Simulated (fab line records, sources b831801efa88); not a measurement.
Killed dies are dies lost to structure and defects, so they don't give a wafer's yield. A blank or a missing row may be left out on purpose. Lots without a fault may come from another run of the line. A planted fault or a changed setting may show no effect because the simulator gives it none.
fab line records | flow sky130
record lots=11 wafers=33 last_day=50
route steps=708 shown LI_CONTACT@374 CONTACT@406 PAD_OPEN@708
lots that met no fault: from a run of the same line without faults
start_h: hours from the record's first day to the start of the lot's first wafer shown | wait_h: hours since the lot's step before | " the same as in the row above | L1.1+2: a row that stands for several wafers | - no value, or no start given | * or withheld: withheld | < > ~ a bound
route shown NAME@n: a module of which the file shows steps, and the number in the route of the first | usual: mean/standard deviation of fault-free wafers | same: alike in all rows | chamber/n: place in a boat | sites: the reading at each site | _std_site: their standard deviation | _edge_site: outer sites' mean less inner sites' | radius_mm: how far each site lies from the wafer's centre | mask NAME#n: copy n | behind: the tool/chamber that last shaped the wafer | hold: why the lot was held/for how many hours/how that ended | device: the transistor (n, p or np) that didn't switch | end of line: the same wafers' tests at the end of the route | a step without rows: its recipe alone | killed: dies lost to structure and defects at the first sort, not the wafer's yield | map: a wafer's dies, x killed, . not, _ none there
set.NAME: the setting as run; set.NAME@STEP: as run at that earlier step | model.NAME: the simulator's own value behind a step, which no gauge read
steps of the route over a sample of lots; a table a step, a row a wafer
services: from which hour (start_h, from the record's first day; less than 0 if before it) a tool's chamber was out of use, for how many hours, and why
## steps
# step SKY_LI_CONTACT_CD_MEAS_12
# recipe target_cd_nm=170
# usual cd_nm=169.7/1.4
# columns lot.wafer tool chamber start_h wait_h cd_nm
L615.2 cd_sem-01 - 681.82 - 171.8
L615.5 " - " " 170.4
L615.6 " - " " 172.0
L621.2 cd_sem-01 - 730.33 - 169.2
L621.4 " - " " 169.2
L621.6 " - " " 169.8
L622.3 cd_sem-01 - 736.55 - 168.8
L622.4 " - " " 168.4
L622.6 " - " " 169.0
L623.1 cd_sem-02 - 738.75 - 171.4
L623.3 " - " " 170.3
L623.4 " - " " 170.7
L626.1 cd_sem-01 - 760.81 - 170.3
L626.2 " - " " 169.8
L626.6 " - " " 169.9
L627.1 cd_sem-01 - 773.71 - 171.5
L627.4 " - " " 170.2
L627.5 " - " " 172.2
L628.3 cd_sem-01 - 781.10 - 171.3
L628.4 " - " " 171.1
L628.5 " - " " 170.3
L629.1 cd_sem-01 - 787.11 - 168.2
L629.2 " - " " 169.4
L629.5 " - " " 169.7
L630.2 cd_sem-02 - 790.83 - 169.6
L630.4 " - " " 170.0
L630.6 " - " " 171.1
L637.2 cd_sem-02 - 845.85 - 170.3
L637.4 " - " " 169.8
L637.5 " - " " 168.2
L638.1 cd_sem-01 - 853.75 - 168.4
L638.5 " - " " 168.2
L638.6 " - " " 168.5
# step SKY_LI_CONTACT_RS_MEAS_22
# recipe thk_meas_gauge=four-point-probe reads=W_of_LI_CONTACT_CVD_21+TiN_of_LI_CONTACT_SPUTTER_20+Ti_of_LI_CONTACT_SPUTTER_19
# usual LI_CONTACT_W_RS=0.282/0.0058
# columns lot.wafer tool chamber start_h wait_h LI_CONTACT_W_RS[ohm/sq]
L615.2 film_metro-02 - 682.66 0.1 0.279
L615.5 " - " " 0.283
L615.6 " - " " 0.282
L621.2 film_metro-04 - 731.17 0.1 0.284
L621.4 " - " " 0.284
L621.6 " - " " 0.285
L622.3 film_metro-02 - 737.39 0.1 0.278
L622.4 " - " " 0.271
L622.6 " - " " 0.273
L623.1 film_metro-02 - 739.59 0.1 0.284
L623.3 " - " " 0.283
L623.4 " - " " 0.291
L626.1 film_metro-02 - 761.68 0.1 0.286
L626.2 " - " " 0.275
L626.6 " - " " 0.283
L627.1 film_metro-04 - 774.55 0.1 0.284
L627.4 " - " " 0.285
L627.5 " - " " 0.274
L628.3 film_metro-02 - 781.94 0.1 0.292
L628.4 " - " " 0.281
L628.5 " - " " 0.286
L629.1 film_metro-04 - 788.00 0.1 0.288
L629.2 " - " " 0.289
L629.5 " - " " 0.286
L630.2 film_metro-04 - 791.72 0.1 0.284
L630.4 " - " " 0.288
L630.6 " - " " 0.290
L637.2 film_metro-04 - 846.75 0.1 0.284
L637.4 " - " " 0.285
L637.5 " - " " 0.286
L638.1 film_metro-02 - 854.59 0.1 0.278
L638.5 " - " " 0.267
L638.6 " - " " 0.277
# step SKY_CONTACT_CVD_00
# recipe material=Si3N4 target_thk_nm=75 temp_c=400 time_s=withheld rf_w=450
# usual heater_power_outer_w=420/53 heater_power_w=718/100
# columns lot.wafer tool chamber start_h wait_h heater_power_outer_w heater_power_w
L615.2 pecvd-02 2 712.61 0.0 476 690
L615.5 " 2 " " 462 689
L615.6 " 0 " " 431 754
L621.2 pecvd-02 1 759.81 0.0 - -
L621.4 " 1 " " - -
L621.6 " 1 " " - -
L622.3 pecvd-02 0 766.29 0.0 - -
L622.4 " 1 " " - -
L622.6 " 0 " " - -
L623.1 pecvd-04 1 767.82 0.0 - -
L623.3 " 2 " " - -
L623.4 " 0 " " - -
L626.1 pecvd-03 1 790.42 0.0 454 895
L626.2 " 2 " " 414 671
L626.6 " 1 " " 459 889
L627.1 pecvd-03 0 802.85 0.0 435 754
L627.4 " 2 " " 409 651
L627.5 " 0 " " 450 746
L628.3 pecvd-04 0 809.42 0.0 488 803
L628.4 " 2 " " 307 519
L628.5 " 1 " " 435 657
L629.1 pecvd-03 2 815.95 0.0 396 660
L629.2 " 1 " " 432 922
L629.5 " 1 " " 464 914
L630.2 pecvd-02 0 820.28 0.0 428 742
L630.4 " 1 " " 416 755
L630.6 " 1 " " 437 744
L637.2 pecvd-04 2 874.09 0.0 298 476
L637.4 " 2 " " 291 504
L637.5 " 0 " " 457 730
L638.1 pecvd-02 1 881.84 0.0 433 762
L638.5 " 0 " " 373 699
L638.6 " 1 " " 452 746
# step SKY_CONTACT_THK_MEAS_01
# recipe reads=Si3N4_of_CONTACT_CVD_00
# usual CONTACT_CVD_00_THK=74.8/0.98
# columns lot.wafer tool chamber start_h wait_h CONTACT_CVD_00_THK[nm]
L615.2 film_metro-01 - 712.67 - 73.7
L615.5 " - " " 75.5
L615.6 " - " " 75.4
L621.2 film_metro-02 - 759.87 - 0.0
L621.4 " - " " 0.0
L621.6 " - " " 0.0
L622.3 film_metro-02 - 766.34 - 0.0
L622.4 " - " " 0.0
L622.6 " - " " 0.0
L623.1 film_metro-02 - 767.86 - 0.0
L623.3 " - " " 0.0
L623.4 " - " " 0.0
L626.1 film_metro-01 - 790.45 - 76.2
L626.2 " - " " 75.7
L626.6 " - " " 76.4
L627.1 film_metro-02 - 802.88 - 73.5
L627.4 " - " " 75.0
L627.5 " - " " 74.5
L628.3 film_metro-01 - 809.48 - 75.7
L628.4 " - " " 75.1
L628.5 " - " " 74.4
L629.1 film_metro-03 - 815.99 - 75.0
L629.2 " - " " 74.4
L629.5 " - " " 76.0
L630.2 film_metro-01 - 820.34 - 73.5
L630.4 " - " " 74.5
L630.6 " - " " 74.8
L637.2 film_metro-01 - 874.15 - 74.5
L637.4 " - " " 75.6
L637.5 " - " " 75.4
L638.1 film_metro-03 - 881.89 - 73.3
L638.5 " - " " 75.0
L638.6 " - " " 74.4
# step SKY_CONTACT_CMP_04
# recipe material=SiO2 down_force_psi=4 platen_rpm=60 pad_velocity_m_s=0.94248
# usual motor_current_A=12.0/1.2 retaining_ring_pressure_frac=1.001/0.0049
# columns lot.wafer tool chamber start_h wait_h motor_current_A retaining_ring_pressure_frac
L615.2 cmp-02 0 712.95 0.1 10.9 1.002
L615.6 " 2 " " 11.5 0.994
L615.5 " 3 " " 10.7 0.996
L621.4 cmp-02 3 760.05 0.0 11.4 1.008
L621.2 " 2 " " 11.4 1.003
L621.6 " 3 " " 10.8 1.008
L622.3 cmp-01 3 766.57 0.1 12.6 1.003
L622.4 " 1 " " 11.5 0.997
L622.6 " 2 " " 12.2 0.998
L623.4 cmp-01 1 768.05 0.0 11.2 1.007
L623.3 " 2 " " 12.0 0.995
L623.1 " 0 " " 14.2 1.003
L626.2 cmp-02 3 790.64 0.0 10.7 0.994
L626.1 " 0 " " 11.0 1.002
L626.6 " 3 " " 11.5 1.002
L627.1 cmp-01 1 803.07 0.1 12.1 0.993
L627.4 " 3 " " 13.2 0.995
L627.5 " 2 " " 11.9 0.999
L628.3 cmp-01 3 809.76 0.1 12.6 0.998
L628.4 " 1 " " 11.6 0.995
L628.5 " 3 " " 12.5 1.005
L629.1 cmp-01 1 816.18 0.1 12.0 0.998
L629.2 " 0 " " 14.9 0.999
L629.5 " 1 " " 10.4 0.997
L630.2 cmp-01 1 820.57 0.1 10.5 0.996
L630.4 " 3 " " 12.3 1.008
L630.6 " 0 " " 15.1 1.004
L637.2 cmp-02 0 874.33 0.0 11.4 0.995
L637.4 " 2 " " 11.9 1.005
L637.5 " 1 " " 10.6 0.999
L638.1 cmp-01 2 882.13 0.1 11.4 1.003
L638.6 " 1 " " 11.6 1.003
L638.5 " 2 " " 12.4 1.003
# step SKY_CONTACT_ETCH_18
# recipe target=Si3N4 chemistry=CHF3/O2 stop_on=TiN source_w=600 bias_w=200 pressure_mtorr=40 chf3_flow_sccm=50 O2_flow_sccm=5 time_s=39 target_depth_a=750
# usual chamber_pressure_mTorr=39.99/0.035 chf3_flow_sccm=50.00/0.16 drypump_motor_current_A=5.6/0.45 oes_product_au=0.854/0.0076 throttle_valve_pct=8.793/0.0092
# columns lot.wafer tool chamber start_h wait_h chamber_pressure_mTorr chf3_flow_sccm drypump_motor_current_A oes_product_au rf_hours_counter_h throttle_valve_pct
L615.2 rie_diel-04 2 - - 39.98 49.85 5.7 0.843 14 8.790
L615.5 " 3 " " 40.02 49.70 6.2 0.861 - 8.802
L615.6 " 0 " " 39.98 50.21 6.3 0.865 - 8.782
L621.2 rie_diel-02 0 - - 39.99 49.88 6.1 0.376 22 8.673
L621.4 " 2 " " 40.01 50.19 5.4 0.375 32 8.675
L621.6 " 1 " " 39.96 50.20 5.2 0.376 - 8.668
L622.3 rie_diel-02 2 - - 39.95 49.82 5.4 0.371 32 8.680
L622.4 " 0 " " 40.00 50.07 6.1 0.368 22 8.671
L622.6 " 3 " " 39.95 49.71 6.2 0.374 - 8.691
L623.1 rie_diel-01 0 - - 39.99 49.95 6.0 0.372 15 8.679
L623.3 " 1 " " 40.03 50.02 5.6 0.378 5 8.665
L623.4 " 2 " " 40.00 49.95 4.9 0.372 11 8.675
L626.1 rie_diel-04 0 - - 39.90 49.91 6.3 0.868 18 8.800
L626.2 " 3 " " 40.04 50.16 6.2 0.848 30 8.805
L626.6 " 0 " " 39.94 49.91 6.3 0.865 - 8.787
L627.1 rie_diel-04 0 - - 40.10 50.10 6.3 0.844 18 8.797
L627.4 " 3 " " 40.01 49.79 6.1 0.857 31 8.809
L627.5 " 2 " " 40.03 49.65 5.7 0.861 - 8.800
L628.3 rie_diel-01 1 - - 39.89 50.00 5.5 0.858 6 8.802
L628.4 " 0 " " 40.00 49.95 6.0 0.856 17 8.802
L628.5 " 1 " " 39.96 50.00 5.6 0.848 - 8.804
L629.1 rie_diel-04 3 - - 39.98 49.90 6.2 0.855 31 8.799
L629.2 " 1 " " 40.01 49.71 5.6 0.859 9 8.791
L629.5 " 1 " " 39.99 49.71 5.6 0.872 - 8.804
L630.2 rie_diel-04 1 - - 39.99 50.07 5.6 0.838 9 8.803
L630.4 " 2 " " 40.05 50.05 5.7 0.855 18 8.784
L630.6 " 2 " " 39.98 50.18 5.7 0.850 - 8.785
L637.2 rie_diel-02 3 - - 39.98 49.90 6.2 0.846 2 8.793
L637.4 " 0 " " 40.00 49.91 6.1 0.858 26 8.772
L637.5 " 2 " " 39.98 50.08 5.4 0.857 - 8.794
L638.1 rie_diel-02 0 - - 40.08 50.16 6.1 0.846 26 8.782
L638.5 " 2 " " 39.94 50.14 5.4 0.853 - 8.790
L638.6 " 3 " " 39.97 49.78 6.2 0.855 - 8.791
# step SKY_PAD_OPEN_PROBE_99
# usual killed_at_M0_to_M3=44/6 killed_at_M4_up=2.9/1.5 killed_at_contacts=24/4.9 killed_at_front_end=16/4.3 killed_at_other=0.3/0.54 killed_dies=87/8.7 killed_on_rim=17/3.6 killed_open=48/6.7 killed_short=39/5.9
# same gross_dies=492 killed_at_back_side=0
# columns lot.wafer tool chamber start_h wait_h killed_at_M0_to_M3 killed_at_M4_up killed_at_contacts killed_at_front_end killed_at_other killed_dies killed_on_rim killed_open killed_short
L621.2 prober-02 - 1115.20 0.1 48 3 426 15 0 492 96 52 47
L621.4 prober-02 - 1115.30 0.2 42 1 440 8 1 492 96 49 33
L621.6 prober-02 - 1115.40 0.2 46 2 426 18 0 492 96 51 34
L622.3 prober-01 - 1120.30 0.2 48 6 417 21 0 492 96 50 38
L622.4 prober-01 - 1120.35 0.2 38 3 438 13 0 492 96 46 29
L622.6 prober-01 - 1120.45 0.2 46 3 425 18 0 492 96 47 39
L623.1 prober-02 - 1120.53 0.1 44 3 432 13 0 492 96 36 45
L623.3 prober-02 - 1120.63 0.2 41 4 433 14 0 492 96 34 42
L623.4 prober-02 - 1120.68 0.2 49 1 424 17 1 492 96 56 42
L626.1 prober-01 - 1137.50 0.1 42 4 29 17 1 93 17 48 45
L626.2 prober-01 - 1137.55 0.1 42 3 24 13 0 82 12 46 36
L626.6 prober-01 - 1137.75 0.2 31 4 26 22 0 83 23 54 29
L627.1 prober-02 - 1147.67 0.1 33 6 25 14 0 78 13 40 37
L627.4 prober-02 - 1147.82 0.2 46 4 34 19 0 103 18 54 49
L627.5 prober-02 - 1147.87 0.2 51 3 24 19 0 97 17 36 60
L628.3 prober-01 - 1152.27 0.2 35 1 25 18 1 80 12 43 37
L628.4 prober-01 - 1152.32 0.2 51 5 18 17 0 91 19 55 36
L628.5 prober-01 - 1152.37 0.2 50 3 21 15 0 89 14 46 43
L638.1 prober-01 - 1198.35 0.1 39 3 31 16 0 89 19 48 40
L638.5 prober-01 - 1198.55 0.2 38 2 21 16 1 78 17 37 40
L638.6 prober-01 - 1198.60 0.2 60 0 31 9 0 100 23 55 45
# killed by level:class
L621.2 CONTACT:area_cvd=393 CONTACT:geometric_particle:open=11 METAL1:geometric_particle:short=11 VIA1:geometric_particle:open=9 LI_CONTACT:geometric_particle:open=8 VIA1:geometric_particle:short=7 VIA3:geometric_particle:open=7 CONTACT:geometric_particle:short=6
L621.4 CONTACT:area_cvd=410 CONTACT:geometric_particle:open=12 VIA2:geometric_particle:open=10 VIA1:geometric_particle:open=9 LI_CONTACT:geometric_particle:open=6 LI_CONTACT:geometric_particle:short=4 CONTACT:geometric_particle:short=4 METAL1:geometric_particle:short=4
L621.6 CONTACT:area_cvd=407 VIA1:geometric_particle:open=13 METAL1:geometric_particle:short=8 LI_CONTACT:geometric_particle:open=6 CONTACT:geometric_particle:open=6 VIA3:geometric_particle:open=6 FIELD_ISO:geometric_particle:short=5 VIA1:geometric_particle:short=5
L622.3 CONTACT:area_cvd=403 VIA1:geometric_particle:open=11 VIA2:geometric_particle:open=8 POLY_GATE:geometric_particle:short=6 VIA3:geometric_particle:open=6 VIA1:geometric_particle:short=6 FIELD_ISO:geometric_particle:open=5 LI_CONTACT:geometric_particle:open=5
L622.4 CONTACT:area_cvd=416 VIA1:geometric_particle:open=15 CONTACT:geometric_particle:open=11 LI_CONTACT:geometric_particle:open=5 VIA1:geometric_particle:short=5 METAL3:geometric_particle:short=4 FIELD_ISO:geometric_particle:short=3 CONTACT:geometric_particle:short=3
L622.6 CONTACT:area_cvd=406 VIA1:geometric_particle:open=13 VIA2:geometric_particle:open=8 CONTACT:geometric_particle:short=7 CONTACT:geometric_particle:open=6 POLY_GATE:geometric_particle:short=6 VIA1:geometric_particle:short=5 LI_CONTACT:geometric_particle:open=4
L623.1 CONTACT:area_cvd=411 LI_CONTACT:geometric_particle:open=6 CONTACT:geometric_particle:open=6 METAL3:geometric_particle:short=5 METAL2:geometric_particle:short=5 VIA2:geometric_particle:short=5 VIA2:geometric_particle:open=5 VIA3:geometric_particle:short=5
L623.3 CONTACT:area_cvd=416 VIA1:geometric_particle:short=6 METAL2:geometric_particle:short=6 LOCAL_INTERCONNECT:geometric_particle:short=5 VIA1:geometric_particle:open=5 METAL2:geometric_particle:open=5 VIA3:geometric_particle:open=5 CONTACT:geometric_particle:short=4
L623.4 CONTACT:area_cvd=394 VIA1:geometric_particle:open=14 LOCAL_INTERCONNECT:geometric_particle:short=11 METAL2:geometric_particle:short=7 CONTACT:geometric_particle:open=7 VIA2:geometric_particle:open=6 VIA3:geometric_particle:open=6 FIELD_ISO:geometric_particle:open=4
L626.1 VIA1:geometric_particle:open=12 CONTACT:geometric_particle:open=10 METAL2:geometric_particle:short=8 LI_CONTACT:geometric_particle:open=6 CONTACT:geometric_particle:short=6 FIELD_ISO:geometric_particle:open=5 FIELD_ISO:geometric_particle:short=5 VIA2:geometric_particle:open=5
L626.2 CONTACT:geometric_particle:open=9 VIA1:geometric_particle:open=8 CONTACT:geometric_particle:short=6 VIA2:geometric_particle:open=6 POLY_GATE:geometric_particle:open=5 LOCAL_INTERCONNECT:geometric_particle:short=5 VIA3:geometric_particle:open=5 METAL2:geometric_particle:short=5
L626.6 VIA1:geometric_particle:open=14 CONTACT:geometric_particle:open=11 POLY_GATE:geometric_particle:open=9 POLY_GATE:geometric_particle:short=6 LI_CONTACT:geometric_particle:open=6 VIA3:geometric_particle:open=6 FIELD_ISO:geometric_particle:short=4 CONTACT:geometric_particle:short=4
L627.1 CONTACT:geometric_particle:open=10 CONTACT:geometric_particle:short=7 METAL1:geometric_particle:short=6 VIA2:geometric_particle:open=6 FIELD_ISO:geometric_particle:short=4 LI_CONTACT:geometric_particle:open=4 LOCAL_INTERCONNECT:geometric_particle:short=4 VIA1:geometric_particle:open=4
L627.4 CONTACT:geometric_particle:open=12 VIA1:geometric_particle:open=10 LI_CONTACT:geometric_particle:open=8 VIA3:geometric_particle:short=7 LOCAL_INTERCONNECT:geometric_particle:short=7 VIA3:geometric_particle:open=7 CONTACT:geometric_particle:short=6 POLY_GATE:geometric_particle:short=5
L627.5 POLY_GATE:geometric_particle:short=9 VIA1:geometric_particle:open=9 CONTACT:geometric_particle:open=8 FIELD_ISO:geometric_particle:short=6 METAL2:geometric_particle:short=6 VIA3:geometric_particle:short=6 LI_CONTACT:geometric_particle:short=5 CONTACT:geometric_particle:short=5
L628.3 VIA1:geometric_particle:open=9 LI_CONTACT:geometric_particle:open=8 LOCAL_INTERCONNECT:geometric_particle:short=8 VIA3:geometric_particle:open=7 FIELD_ISO:geometric_particle:short=5 CONTACT:geometric_particle:open=5 CONTACT:geometric_particle:short=4 VIA2:geometric_particle:open=4
L628.4 VIA3:geometric_particle:open=12 VIA1:geometric_particle:open=10 LI_CONTACT:geometric_particle:open=7 VIA2:geometric_particle:open=6 CONTACT:geometric_particle:open=6 FIELD_ISO:geometric_particle:open=5 METAL3:geometric_particle:short=5 METAL4:geometric_particle:short=5
L628.5 VIA1:geometric_particle:open=16 VIA2:geometric_particle:short=7 POLY_GATE:geometric_particle:open=6 LI_CONTACT:geometric_particle:open=6 CONTACT:geometric_particle:short=6 VIA1:geometric_particle:short=6 METAL2:geometric_particle:short=5 VIA2:geometric_particle:open=5
L638.1 CONTACT:geometric_particle:open=11 LI_CONTACT:geometric_particle:open=9 VIA1:geometric_particle:open=9 LOCAL_INTERCONNECT:geometric_particle:short=7 FIELD_ISO:geometric_particle:open=6 VIA3:geometric_particle:open=6 METAL1:geometric_particle:short=6 VIA2:geometric_particle:short=5
L638.5 VIA1:geometric_particle:open=11 LI_CONTACT:geometric_particle:open=9 FIELD_ISO:geometric_particle:short=7 CONTACT:geometric_particle:short=6 VIA3:geometric_particle:open=5 POLY_GATE:geometric_particle:short=4 METAL1:geometric_particle:short=4 VIA1:geometric_particle:short=4
L638.6 CONTACT:geometric_particle:open=14 VIA1:geometric_particle:open=12 VIA3:geometric_particle:open=11 METAL1:geometric_particle:short=8 LI_CONTACT:geometric_particle:open=7 METAL2:geometric_particle:short=7 VIA1:geometric_particle:short=6 CONTACT:geometric_particle:short=6
## services
# columns tool chamber start_h hours kind
rie_diel-04 1 690.50 3.4 repair
pecvd-03 0 690.78 3.8 repair
pecvd-02 1 706.28 9.2 repair
cmp-02 - 709.11 0.5 repair
cmp-01 - 710.68 1.0 repair
pecvd-03 2 725.78 2.4 repair
pecvd-04 2 733.02 18.6 repair
pecvd-03 0 735.18 6.5 repair
pecvd-04 - 739.86 1.8 repair
cmp-01 - 747.72 4.0 pm
pecvd-03 1 754.11 17.9 repair
pecvd-02 2 758.96 168.1 repair
pecvd-02 - 760.21 1.8 repair
pecvd-04 - 765.84 0.9 repair
pecvd-03 2 770.33 16.0 repair
cmp-01 - 772.32 6.8 pm
rie_diel-04 1 783.78 1.3 repair
cmp-01 - 786.59 1.8 repair
pecvd-02 0 809.43 5.6 repair
pecvd-03 - 810.43 4.0 repair
cmp-02 - 825.52 5.8 pm
rie_diel-02 2 845.36 7.4 repair
cmp-01 - 890.18 0.5 repair
rie_diel-04 1 898.08 1.4 repair
## key
first_sign step=SKY_CONTACT_CVD_00 reading=tool_record direction=missing
effect step=SKY_CONTACT_THK_MEAS_01 reading=CONTACT_CVD_00_THK direction=down sigmas=77 usual=74.8 struck=0.0
effect step=SKY_CONTACT_ETCH_18 reading=oes_product_au direction=down sigmas=63 usual=0.854 struck=0.373
effect step=SKY_PAD_OPEN_PROBE_99 reading=killed_at_contacts direction=up sigmas=82 usual=24 struck=429
more_kills_born_at SKY_CONTACT_CVD_00@pecvd-02=2421 SKY_CONTACT_CVD_00@pecvd-04=1209
met_at SKY_CONTACT_CVD_00
struck_lots L621,L622,L623
later_rows_left_out L621.2,L621.4,L621.6,L622.3,L622.4,L622.6,L623.1,L623.3,L623.4
tester_left_out L621,L622,L623
not_acting_at SKY_LI_CONTACT_CD_MEAS_12,SKY_LI_CONTACT_RS_MEAS_22,SKY_CONTACT_CMP_04
onset_between 712.61 759.81
fault kind=skipped_step_whole tool=pecvd-02,pecvd-04 chamber=- onset_h=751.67 steps=SKY_CONTACT_CVD_00 scope=struck_lots_only
# tester_left_out: of these lots the tester's yield and bins aren't shown, on N5 and GAA mostly nor the transistor test; their killed dies are dies lost to structure and defects alone, not to doping, threshold or leakage, so they don't give the yield
# later_rows_left_out: the simulator's readings of these wafers behind a module that went badly wrong aren't trusted and aren't shown, but for the sort
